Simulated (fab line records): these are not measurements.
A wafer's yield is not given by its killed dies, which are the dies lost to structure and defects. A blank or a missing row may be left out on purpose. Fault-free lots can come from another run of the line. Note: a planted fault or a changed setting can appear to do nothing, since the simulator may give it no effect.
fab line records    flow gf180mcu
record lots=24  wafers=72  lastDay=36
route steps=602 shown V5@555 TOP_METAL@569
lots that met no fault: from a run of the same line without faults
startH: hours from the record's first day to the start of the lot's first wafer shown    waitH: how many hours have passed since the lot's step before this one    " same as the row above    L1.1+2: a single row standing in for several wafers    - either no value or no given start    * or withheld: withheld    < > ~ a bound
route shown NAME@n: NAME is a module with steps in the file, n the number in the route of the first one    usual: the fault-free wafers' mean and standard deviation    same: alike in all rows    chamber/n: place in a boat    sites: per-site readings    _std_site: standard deviation of those values    _edge_site: the outer-site mean with the inner-site mean subtracted    radiusMm: for every site, how far away it sits from the centre of the wafer    mask NAME#n: copy n    behind: the last tool/chamber to shape the wafer    hold: reason for holding the lot/hours on hold/outcome of the hold    device: the transistor (n, p or np) that didn't switch    end of line: the tests these same wafers got at the end of their route    step lacking rows: just its recipe    killed: dies lost to structure and defects at the first sort, not the wafer's yield    map: the dies of a wafer, with x for killed, . for not killed, _ for no die there
set.NAME: the setting the step ran with; set.NAME@STEP: the setting that earlier step ran with    model.NAME: the simulator's own value behind a step, which no gauge read
steps of the route over a sample of lots; a table a step, a row a wafer
services: a tool's chamber out of use, with start hour (startH, from the record's first day; less than 0 if before it), hours out, and reason
## steps
# step GF_V5_OVL_MEAS_15
# usual V5_OVL=2/6.9
lot.wafer  tool        chamber  startH  waitH  V5_OVL[nm]
L074.2     overlay-02  -        680.34  0.1    11
L074.5     "           -        "       "      -2
L074.6     "           -        "       "      0
L075.3     overlay-02  -        692.03  0.1    1
L075.5     "           -        "       "      1
L075.6     "           -        "       "      5
L076.1     overlay-02  -        697.08  0.1    -1
L076.4     "           -        "       "      0
L076.6     "           -        "       "      11
L077.1     overlay-01  -        704.68  0.1    -5
L077.3     "           -        "       "      -11
L077.5     "           -        "       "      -3
L078.1     overlay-01  -        707.81  0.1    7
L078.5     "           -        "       "      7
L078.6     "           -        "       "      5
L079.1     overlay-02  -        717.98  0.1    9
L079.2     "           -        "       "      8
L079.6     "           -        "       "      4
L080.2     overlay-02  -        722.79  0.1    -5
L080.3     "           -        "       "      -1
L080.4     "           -        "       "      -7
L081.1     overlay-02  -        728.86  0.1    0
L081.4     "           -        "       "      -5
L081.6     "           -        "       "      -6
L082.2     overlay-01  -        739.99  0.1    3
L082.4     "           -        "       "      3
L082.6     "           -        "       "      -3
L083.1     overlay-02  -        744.08  0.1    14
L083.2     "           -        "       "      11
L083.6     "           -        "       "      7
L084.2     overlay-01  -        751.66  0.1    3
L084.4     "           -        "       "      -3
L084.6     "           -        "       "      -2
L085.1     overlay-02  -        758.73  0.1    -9
L085.3     "           -        "       "      -6
L085.6     "           -        "       "      3
L086.1     overlay-01  -        761.00  0.1    2
L086.5     "           -        "       "      5
L086.6     "           -        "       "      3
L087.2     overlay-01  -        767.24  0.1    -15
L087.3     "           -        "       "      -3
L087.4     "           -        "       "      -6
L088.2     overlay-02  -        776.36  0.1    16
L088.3     "           -        "       "      9
L088.5     "           -        "       "      5
L089.2     overlay-01  -        779.09  0.1    5
L089.4     "           -        "       "      3
L089.6     "           -        "       "      7
L090.3     overlay-02  -        784.27  0.1    -9
L090.5     "           -        "       "      -3
L090.6     "           -        "       "      -3
L091.1     overlay-02  -        791.80  0.1    0
L091.3     "           -        "       "      5
L091.4     "           -        "       "      0
L092.4     overlay-01  -        792.99  0.1    8
L092.5     "           -        "       "      5
L092.6     "           -        "       "      0
L093.1     overlay-02  -        800.78  0.1    -1
L093.5     "           -        "       "      -8
L093.6     "           -        "       "      7
L094.1     overlay-02  -        803.43  0.1    -1
L094.3     "           -        "       "      5
L094.4     "           -        "       "      -13
L095.1     overlay-02  -        810.88  0.1    -5
L095.3     "           -        "       "      0
L095.4     "           -        "       "      18
L096.1     overlay-01  -        816.85  0.1    9
L096.4     "           -        "       "      -2
L096.6     "           -        "       "      4
L097.3     overlay-01  -        820.17  0.1    11
L097.4     "           -        "       "      -3
L097.5     "           -        "       "      11
# step GF_V5_ETCH_17
# recipe chemistry=C4F8/O2/Ar  maskMaterial=KrF  target=SiO2  stopOn=TiN  sourceW=1500  biasW=1200  pressureMtorr=40  c4f8FlowSccm=withheld  O2_flow_sccm=6  Ar_flow_sccm=300  timeS=withheld  targetDepthA=8550
# usual oesProductAu=0.860/0.0045
lot.wafer  tool        chamber  startH  waitH  oesProductAu
L074.2     rieDiel-04  1        -       -      0.858
L074.5     "           0        "       "      0.861
L074.6     "           1        "       "      0.862
L075.3     rieDiel-04  0        -       -      0.861
L075.5     "           2        "       "      0.866
L075.6     "           3        "       "      0.862
L076.1     rieDiel-03  1        -       -      0.867
L076.4     "           0        "       "      0.863
L076.6     "           2        "       "      0.860
L077.1     rieDiel-01  3        -       -      0.854
L077.3     "           1        "       "      0.853
L077.5     "           3        "       "      0.862
L078.1     rieDiel-01  0        -       -      0.858
L078.5     "           2        "       "      0.862
L078.6     "           1        "       "      0.870
L079.1     rieDiel-04  2        -       -      0.864
L079.2     "           1        "       "      0.859
L079.6     "           3        "       "      0.863
L080.2     rieDiel-03  1        -       -      0.863
L080.3     "           3        "       "      0.863
L080.4     "           1        "       "      0.862
L081.1     rieDiel-03  3        -       -      0.861
L081.4     "           0        "       "      0.861
L081.6     "           3        "       "      0.866
L082.2     rieDiel-04  1        -       -      0.859
L082.4     "           3        "       "      0.861
L082.6     "           2        "       "      0.861
L083.1     rieDiel-04  2        -       -      0.854
L083.2     "           3        "       "      0.861
L083.6     "           2        "       "      0.858
L084.2     rieDiel-03  1        -       -      0.860
L084.4     "           1        "       "      0.860
L084.6     "           0        "       "      0.867
L085.1     rieDiel-03  3        -       -      0.858
L085.3     "           1        "       "      0.863
L085.6     "           3        "       "      0.859
L086.1     rieDiel-03  0        -       -      0.859
L086.5     "           0        "       "      0.857
L086.6     "           1        "       "      0.865
L087.2     rieDiel-04  1        -       -      0.866
L087.3     "           3        "       "      0.866
L087.4     "           0        "       "      0.864
L088.2     rieDiel-03  3        -       -      0.860
L088.3     "           1        "       "      0.861
L088.5     "           0        "       "      0.858
L089.2     rieDiel-01  1        -       -      0.856
L089.4     "           2        "       "      0.860
L089.6     "           0        "       "      0.862
L090.3     rieDiel-03  1        -       -      0.863
L090.5     "           0        "       "      0.860
L090.6     "           3        "       "      0.865
L091.1     rieDiel-03  2        -       -      0.856
L091.3     "           0        "       "      0.856
L091.4     "           1        "       "      0.857
L092.4     rieDiel-04  0        -       -      0.862
L092.5     "           1        "       "      0.859
L092.6     "           0        "       "      0.859
L093.1     rieDiel-03  3        -       -      0.862
L093.5     "           0        "       "      0.857
L093.6     "           1        "       "      0.860
L094.1     rieDiel-01  1        -       -      0.864
L094.3     "           3        "       "      0.857
L094.4     "           0        "       "      0.850
L095.1     rieDiel-01  3        -       -      0.857
L095.3     "           0        "       "      0.857
L095.4     "           1        "       "      0.859
L096.1     rieDiel-03  3        -       -      0.857
L096.4     "           0        "       "      0.861
L096.6     "           2        "       "      0.871
L097.3     rieDiel-01  0        -       -      0.858
L097.4     "           2        "       "      0.859
L097.5     "           3        "       "      0.861
# step GF_V5_CVD_23
# recipe material=W  targetThkNm=350  timeS=104.9  tempC=400  pressureTorr=40
# usual heaterPowerW=918/120
lot.wafer  tool     chamber  startH  waitH  heaterPowerW  sinceWetCleanH
L074.2     cvdW-02  0        681.16  0.0    1037          777
L074.5     "        0        "       "      1014          -
L074.6     "        1        "       "      1027          -
L075.3     cvdW-01  1        692.88  0.1    732           -
L075.5     "        0        "       "      941           -
L075.6     "        1        "       "      715           -
L076.1     cvdW-02  1        697.91  0.0    984           794
L076.4     "        1        "       "      1000          -
L076.6     "        1        "       "      1037          -
L077.1     cvdW-02  1        705.54  0.0    1013          802
L077.3     "        0        "       "      1041          -
L077.5     "        1        "       "      1013          -
L078.1     cvdW-01  1        708.66  0.0    711           305
L078.5     "        0        "       "      908           -
L078.6     "        1        "       "      723           -
L079.1     cvdW-01  1        718.81  0.0    695           315
L079.2     "        0        "       "      946           315
L079.6     "        1        "       "      699           -
L080.2     cvdW-02  1        723.61  0.0    1018          820
L080.3     "        0        "       "      1020          -
L080.4     "        1        "       "      1001          -
L081.1     cvdW-02  0        729.68  0.0    1041          826
L081.4     "        0        "       "      1047          -
L081.6     "        0        "       "      1040          -
L082.2     cvdW-01  1        740.84  0.0    721           337
L082.4     "        1        "       "      707           -
L082.6     "        1        "       "      703           -
L083.1     cvdW-01  0        744.91  0.0    905           341
L083.2     "        1        "       "      741           341
L083.6     "        0        "       "      923           -
L084.2     cvdW-02  1        752.49  0.0    975           848
L084.4     "        1        "       "      1007          -
L084.6     "        1        "       "      985           -
L085.1     cvdW-02  0        759.55  0.0    1017          856
L085.3     "        0        "       "      1017          -
L085.6     "        1        "       "      1011          -
L086.1     cvdW-01  1        761.83  0.0    719           358
L086.5     "        1        "       "      716           -
L086.6     "        0        "       "      907           -
L087.2     cvdW-01  0        768.20  0.0    895           364
L087.3     "        1        "       "      720           -
L087.4     "        0        "       "      912           -
L088.2     cvdW-02  0        777.19  0.0    1036          873
L088.3     "        1        "       "      1003          -
L088.5     "        0        "       "      1049          -
L089.2     cvdW-01  1        779.94  0.0    707           376
L089.4     "        0        "       "      927           -
L089.6     "        1        "       "      724           -
L090.3     cvdW-01  1        785.15  0.1    715           -
L090.5     "        1        "       "      722           -
L090.6     "        0        "       "      899           -
L091.1     cvdW-01  1        792.66  0.0    728           389
L091.3     "        1        "       "      711           -
L091.4     "        0        "       "      909           -
L092.4     cvdW-02  1        793.88  0.1    1027          -
L092.5     "        0        "       "      1003          -
L092.6     "        1        "       "      995           -
L093.1     cvdW-02  0        801.61  0.0    1021          898
L093.5     "        0        "       "      1050          -
L093.6     "        1        "       "      1006          -
L094.1     cvdW-02  1        804.25  0.0    1005          900
L094.3     "        1        "       "      998           -
L094.4     "        0        "       "      1044          -
L095.1     cvdW-01  1        811.70  0.0    719           408
L095.3     "        1        "       "      725           -
L095.4     "        0        "       "      942           -
L096.1     cvdW-02  0        817.68  0.0    1026          914
L096.4     "        0        "       "      1020          -
L096.6     "        1        "       "      973           -
L097.3     cvdW-01  0        821.01  0.1    885           -
L097.4     "        1        "       "      710           -
L097.5     "        0        "       "      915           -
# step GF_V5_THK_MEAS_25
# recipe thkMeasGauge=xrf  reads=W_of_V5_CVD_23
# usual V5_W_THK=350/5.9
lot.wafer  tool          chamber  startH  waitH  V5_W_THK[nm]
L074.2     filmMetro-03  -        681.41  0.1    345
L074.5     "             -        "       "      348
L074.6     "             -        "       "      344
L075.3     filmMetro-01  -        693.09  0.1    352
L075.5     "             -        "       "      351
L075.6     "             -        "       "      351
L076.1     filmMetro-01  -        698.14  0.1    351
L076.4     "             -        "       "      348
L076.6     "             -        "       "      347
L077.1     filmMetro-02  -        705.77  0.1    339
L077.3     "             -        "       "      346
L077.5     "             -        "       "      342
L078.1     filmMetro-03  -        708.89  0.1    349
L078.5     "             -        "       "      350
L078.6     "             -        "       "      352
L079.1     filmMetro-01  -        719.05  0.1    363
L079.2     "             -        "       "      357
L079.6     "             -        "       "      360
L080.2     filmMetro-01  -        723.86  0.1    353
L080.3     "             -        "       "      358
L080.4     "             -        "       "      354
L081.1     filmMetro-02  -        729.91  0.1    357
L081.4     "             -        "       "      360
L081.6     "             -        "       "      357
L082.2     filmMetro-02  -        741.08  0.1    354
L082.4     "             -        "       "      358
L082.6     "             -        "       "      358
L083.1     filmMetro-02  -        745.14  0.1    350
L083.2     "             -        "       "      344
L083.6     "             -        "       "      347
L084.2     filmMetro-03  -        752.79  0.1    341
L084.4     "             -        "       "      337
L084.6     "             -        "       "      339
L085.1     filmMetro-02  -        759.79  0.1    351
L085.3     "             -        "       "      353
L085.6     "             -        "       "      345
L086.1     filmMetro-02  -        762.06  0.1    348
L086.5     "             -        "       "      348
L086.6     "             -        "       "      354
L087.2     filmMetro-01  -        768.44  0.1    353
L087.3     "             -        "       "      355
L087.4     "             -        "       "      354
L088.2     filmMetro-03  -        777.43  0.1    351
L088.3     "             -        "       "      344
L088.5     "             -        "       "      353
L089.2     filmMetro-01  -        780.18  0.1    347
L089.4     "             -        "       "      349
L089.6     "             -        "       "      351
L090.3     filmMetro-01  -        785.36  0.1    346
L090.5     "             -        "       "      350
L090.6     "             -        "       "      351
L091.1     filmMetro-03  -        792.89  0.1    342
L091.3     "             -        "       "      341
L091.4     "             -        "       "      344
L092.4     filmMetro-02  -        794.11  0.1    350
L092.5     "             -        "       "      359
L092.6     "             -        "       "      349
L093.1     filmMetro-01  -        801.84  0.1    358
L093.5     "             -        "       "      357
L093.6     "             -        "       "      348
L094.1     filmMetro-03  -        804.49  0.1    341
L094.3     "             -        "       "      343
L094.4     "             -        "       "      344
L095.1     filmMetro-02  -        811.94  0.1    351
L095.3     "             -        "       "      351
L095.4     "             -        "       "      346
L096.1     filmMetro-02  -        817.91  0.1    360
L096.4     "             -        "       "      357
L096.6     "             -        "       "      353
L097.3     filmMetro-02  -        821.23  0.1    355
L097.4     "             -        "       "      355
L097.5     "             -        "       "      352
# step GF_TOP_METAL_SPUTTER_02
# recipe material=AlCu  targetThkNm=900  powerW=10600  chamberPressurePa=0.3  substrateTempC=250  gas=Ar  timeS=47.82
# usual throttleValvePct=30.2/1.3
lot.wafer  tool           chamber  startH  waitH  throttleValvePct
L074.2     pvdSputter-02  -        681.89  0.0    31.4
L074.5     "              -        "       "      27.4
L074.6     "              -        "       "      31.9
L075.3     pvdSputter-02  -        693.56  0.0    27.7
L075.5     "              -        "       "      27.7
L075.6     "              -        "       "      29.4
L076.1     pvdSputter-04  -        698.63  0.0    30.6
L076.4     "              -        "       "      29.8
L076.6     "              -        "       "      30.6
L077.1     pvdSputter-02  -        706.26  0.0    31.0
L077.3     "              -        "       "      27.7
L077.5     "              -        "       "      32.1
L078.1     pvdSputter-04  -        709.38  0.0    30.1
L078.5     "              -        "       "      30.4
L078.6     "              -        "       "      29.5
L079.1     pvdSputter-02  -        719.54  0.0    32.1
L079.2     "              -        "       "      29.5
L079.6     "              -        "       "      27.7
L080.2     pvdSputter-02  -        724.34  0.0    29.7
L080.3     "              -        "       "      31.8
L080.4     "              -        "       "      27.6
L081.1     pvdSputter-03  -        730.40  0.0    30.9
L081.4     "              -        "       "      30.2
L081.6     "              -        "       "      30.8
L082.2     pvdSputter-03  -        741.56  0.0    30.8
L082.4     "              -        "       "      31.0
L082.6     "              -        "       "      28.7
L083.1     pvdSputter-03  -        745.83  0.0    30.8
L083.2     "              -        "       "      28.5
L083.6     "              -        "       "      31.0
L084.2     pvdSputter-03  -        753.27  0.0    30.6
L084.4     "              -        "       "      28.6
L084.6     "              -        "       "      30.8
L085.1     pvdSputter-02  -        760.28  0.0    31.0
L085.3     "              -        "       "      29.3
L085.6     "              -        "       "      32.1
L086.1     pvdSputter-02  -        762.55  0.0    29.6
L086.5     "              -        "       "      31.3
L086.6     "              -        "       "      32.0
L087.2     pvdSputter-02  -        768.92  0.0    32.0
L087.3     "              -        "       "      31.2
L087.4     "              -        "       "      27.6
L088.2     pvdSputter-02  -        777.91  0.0    29.6
L088.3     "              -        "       "      32.0
L088.5     "              -        "       "      31.2
L089.2     pvdSputter-03  -        780.66  0.0    30.5
L089.4     "              -        "       "      29.8
L089.6     "              -        "       "      30.8
L090.3     pvdSputter-04  -        785.83  0.0    29.7
L090.5     "              -        "       "      30.6
L090.6     "              -        "       "      30.3
L091.1     pvdSputter-02  -        793.38  0.0    27.6
L091.3     "              -        "       "      32.0
L091.4     "              -        "       "      31.4
L092.4     pvdSputter-04  -        794.72  0.0    31.1
L092.5     "              -        "       "      30.5
L092.6     "              -        "       "      29.7
L093.1     pvdSputter-04  -        802.33  0.0    30.5
L093.5     "              -        "       "      29.9
L093.6     "              -        "       "      30.3
L094.1     pvdSputter-02  -        804.99  0.0    29.4
L094.3     "              -        "       "      32.1
L094.4     "              -        "       "      31.3
L095.1     pvdSputter-03  -        812.43  0.0    29.7
L095.3     "              -        "       "      30.7
L095.4     "              -        "       "      30.7
L096.1     pvdSputter-04  -        818.40  0.0    30.4
L096.4     "              -        "       "      30.3
L096.6     "              -        "       "      30.7
L097.3     pvdSputter-03  -        821.70  0.0    30.7
L097.4     "              -        "       "      30.8
L097.5     "              -        "       "      30.0
# step GF_TOP_METAL_SPUTTER_04
# recipe material=TiN  targetThkNm=25  powerW=6500  timeS=20.8  chamberPressurePa=0.4
# usual throttleValvePct=30.2/1.3
lot.wafer  tool           chamber  startH  waitH  throttleValvePct
L074.2     pvdSputter-02  -        681.95  0.0    31.4
L074.5     "              -        "       "      27.6
L074.6     "              -        "       "      31.9
L075.3     pvdSputter-02  -        693.62  0.0    27.4
L075.5     "              -        "       "      27.5
L075.6     "              -        "       "      29.6
L076.1     pvdSputter-04  -        698.69  0.0    30.6
L076.4     "              -        "       "      29.8
L076.6     "              -        "       "      30.3
L077.1     pvdSputter-02  -        706.32  0.0    31.3
L077.3     "              -        "       "      28.0
L077.5     "              -        "       "      31.8
L078.1     pvdSputter-04  -        709.44  0.0    30.2
L078.5     "              -        "       "      30.3
L078.6     "              -        "       "      29.8
L079.1     pvdSputter-02  -        719.60  0.0    32.0
L079.2     "              -        "       "      29.6
L079.6     "              -        "       "      27.7
L080.2     pvdSputter-02  -        724.40  0.0    29.5
L080.3     "              -        "       "      31.7
L080.4     "              -        "       "      27.6
L081.1     pvdSputter-03  -        730.46  0.0    31.0
L081.4     "              -        "       "      29.5
L081.6     "              -        "       "      30.8
L082.2     pvdSputter-03  -        741.62  0.0    30.6
L082.4     "              -        "       "      31.2
L082.6     "              -        "       "      28.8
L083.1     pvdSputter-03  -        745.89  0.0    30.9
L083.2     "              -        "       "      28.9
L083.6     "              -        "       "      30.8
L084.2     pvdSputter-03  -        753.34  0.0    30.4
L084.4     "              -        "       "      28.7
L084.6     "              -        "       "      30.7
L085.1     pvdSputter-02  -        760.34  0.0    31.4
L085.3     "              -        "       "      29.6
L085.6     "              -        "       "      32.2
L086.1     pvdSputter-02  -        762.61  0.0    29.5
L086.5     "              -        "       "      31.1
L086.6     "              -        "       "      31.9
L087.2     pvdSputter-02  -        768.98  0.0    31.7
L087.3     "              -        "       "      31.3
L087.4     "              -        "       "      27.8
L088.2     pvdSputter-02  -        777.97  0.0    29.4
L088.3     "              -        "       "      32.1
L088.5     "              -        "       "      31.0
L089.2     pvdSputter-03  -        780.72  0.0    30.6
L089.4     "              -        "       "      29.8
L089.6     "              -        "       "      30.7
L090.3     pvdSputter-04  -        785.89  0.0    30.0
L090.5     "              -        "       "      30.5
L090.6     "              -        "       "      30.3
L091.1     pvdSputter-02  -        793.44  0.0    27.5
L091.3     "              -        "       "      32.0
L091.4     "              -        "       "      31.0
L092.4     pvdSputter-04  -        794.78  0.0    30.9
L092.5     "              -        "       "      30.4
L092.6     "              -        "       "      29.6
L093.1     pvdSputter-04  -        802.39  0.0    30.4
L093.5     "              -        "       "      29.9
L093.6     "              -        "       "      30.4
L094.1     pvdSputter-02  -        805.05  0.0    29.5
L094.3     "              -        "       "      31.7
L094.4     "              -        "       "      31.3
L095.1     pvdSputter-03  -        812.49  0.0    29.9
L095.3     "              -        "       "      30.8
L095.4     "              -        "       "      30.7
L096.1     pvdSputter-04  -        818.46  0.0    30.1
L096.4     "              -        "       "      30.1
L096.6     "              -        "       "      31.1
L097.3     pvdSputter-03  -        821.76  0.0    30.6
L097.4     "              -        "       "      31.2
L097.5     "              -        "       "      29.9
## services
tool           chamber  startH  hours  kind
pvdSputter-03  -        669.65  1.0    repair
pvdSputter-04  -        706.78  1.2    repair
rieDiel-03     0        719.93  6.2    repair
pvdSputter-04  0        722.05  -      consumableReplace:kit
pvdSputter-04  0        722.05  18.0   scheduledDown
pvdSputter-04  0        722.05  18.0   ventCycle
pvdSputter-03  1        730.49  -      consumableReplace:kit
pvdSputter-03  1        730.49  18.0   scheduledDown
pvdSputter-03  1        730.49  18.0   ventCycle
pvdSputter-04  -        730.60  4.4    repair
cvdW-01        0        768.75  8.5    repair
pvdSputter-02  1        778.00  -      consumableReplace:kit
pvdSputter-02  1        778.00  18.0   scheduledDown
pvdSputter-02  1        778.00  18.0   ventCycle
rieDiel-01     3        780.76  4.6    repair
rieDiel-04     1        784.48  5.5    repair
rieDiel-01     2        787.02  4.1    repair
cvdW-02        0        794.87  4.1    repair
pvdSputter-03  0        804.89  -      consumableReplace:kit
pvdSputter-03  0        804.89  18.0   scheduledDown
pvdSputter-03  0        804.89  18.0   ventCycle
pvdSputter-04  3        809.93  -      consumableReplace:kit
pvdSputter-04  3        809.93  18.0   scheduledDown
rieDiel-04     -        811.74  2.8    pm
## key
fault none
